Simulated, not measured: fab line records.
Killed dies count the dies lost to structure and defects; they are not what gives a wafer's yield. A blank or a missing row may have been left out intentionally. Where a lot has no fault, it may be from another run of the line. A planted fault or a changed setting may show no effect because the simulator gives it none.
Which tool did it? / flow sky130 / at 1 step of a route of 708, 6 lots with 18 wafers sampled

## WHAT THE GAUGES SHOWED, per wafer
SKY_NWELL_OVL_MEAS_23.
lot=L411; measured=day 5 15:47; on=overlay-02; NWELL_01_OVL (nm)=-1.9 0.1 -0.4
lot=L415; measured=day 6 16:06; on=overlay-02; NWELL_01_OVL (nm)=-1.0 -1.0 1.4
lot=L419; measured=day 7 14:26; on=overlay-02; NWELL_01_OVL (nm)=2.8 2.1 0.2
lot=L422; measured=day 8 06:54; on=overlay-01; NWELL_01_OVL (nm)=0.7 1.5 1.2
lot=L428; measured=day 9 17:41; on=overlay-01; NWELL_01_OVL (nm)=1.2 3.5 1.6
lot=L433; measured=day 11 14:29; on=overlay-01; NWELL_01_OVL (nm)=3.3 3.0 1.4

## WHAT TOOL EACH LOT RAN ON (gives the tool, then ch and the chambers of the sampled wafers, and finally the start)
Before these readings, the record contains no process step.

## THE ANSWER, worked out from the rows above alone
Rule: usual is defined by the lots themselves. The widest of any qualifying gaps counts: lots, ordered by their means at a reading, are off when they make up no more than a third of the lots, leave a main group of 4 or more, and stand apart from it by 3 or more times the standard deviation of that group's means. The tables above print the reading to a certain number of digits; a main group whose means all agree to those digits is not used. A lot without any number at a reading at which 4 lots or more have one is off too. Any other lot the step has rows for is counted as sound.
None of the lots is off at any reading shown; this tells nothing.

## WHAT THE SIMULATOR HAD PUT IN
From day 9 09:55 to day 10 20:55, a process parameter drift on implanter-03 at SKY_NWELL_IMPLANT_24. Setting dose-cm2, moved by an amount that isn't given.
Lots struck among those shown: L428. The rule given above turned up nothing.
